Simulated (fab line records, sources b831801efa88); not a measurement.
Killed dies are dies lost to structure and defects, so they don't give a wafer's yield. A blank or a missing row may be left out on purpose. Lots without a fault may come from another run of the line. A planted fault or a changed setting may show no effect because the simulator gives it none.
One fault seen from 2 desks | flow gf180mcu | each desk has only its own numbers; what lay behind them comes last

THE METROLOGY DESK
What the gauges read, lot by lot, whatever tool the lot ran on: means of the sampled wafers that have a number. A lot is out of limits, marked OUT, if its mean lies more than 4 standard deviations from the usual mean; the brackets give that distance.
Columns: A = PASSIVATION_CVD_02_THK at GF_PASSIVATION_THK_MEAS_03, usual 699 nm
lot  | first seen here | A
L413 | day 28 02:40    | 699
L414 | day 28 12:57    | 693
L415 | day 28 18:10    | 704
L416 | day 29 11:43    | 694
L417 | day 29 12:01    | 703
L418 | day 29 16:53    | 704
L419 | day 30 02:12    | 694
L420 | day 30 06:52    | 703
L426 | day 32 02:31    | 676
L430 | day 33 00:16    | 690
L433 | day 33 16:59    | 716
L436 | day 34 07:42    | 690
This desk's finding: nothing out of limits on any of the 12 lots.

THE TOOL OWNER'S DESK: pecvd-04
The tool's own readings at GF_PASSIVATION_CVD_02 (deposits Si3N4, target thk 700 nm, time 486.18 s): means of the sampled wafers that have a number, for each lot that ran on this tool. A lot is out of limits, marked OUT, if its mean lies more than 4 standard deviations from the usual mean; the brackets give that distance.
Columns: A = heater_power_w at GF_PASSIVATION_CVD_02, usual 724 W; B = rf_fwd_power_W at GF_PASSIVATION_CVD_02, usual 449.0 W; C = susceptor_temp_C at GF_PASSIVATION_CVD_02, usual 399.99 C
lot  | first seen here | A   | B               | C
L415 | day 28 17:53    | 661 | 448.9           | 400.05
L416 | day 29 11:25    | 756 | 448.0           | 399.80
L419 | day 30 01:46    | 652 | 450.3           | 400.22
L420 | day 30 06:26    | 641 | 449.0           | 399.93
L426 | day 32 02:13    | 670 | 401.9 (-34) OUT | 400.16
This desk's finding: out of limits on L426; first on L426, day 32 02:13 (rf_fwd_power_W at GF_PASSIVATION_CVD_02). In limits: L415, L416, L419, L420.

PUT TOGETHER
The tool owner's desk could have raised an alarm at day 32 02:13, on L426.
The metrology desk saw nothing out of limits.
The metrology desk has L426 on record, within its limits.
Of the lots named, all ran GF_PASSIVATION_CVD_02 on pecvd-04.

WHAT THE SIMULATOR HAD PUT IN
Process parameter drift: pecvd-04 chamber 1, from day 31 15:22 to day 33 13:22, at GF_PASSIVATION_CVD_02. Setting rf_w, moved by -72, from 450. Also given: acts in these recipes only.
Lots struck among those shown: L426.
Hours from the fault's start to each desk's first reading out of limits: the tool owner's desk, 11.
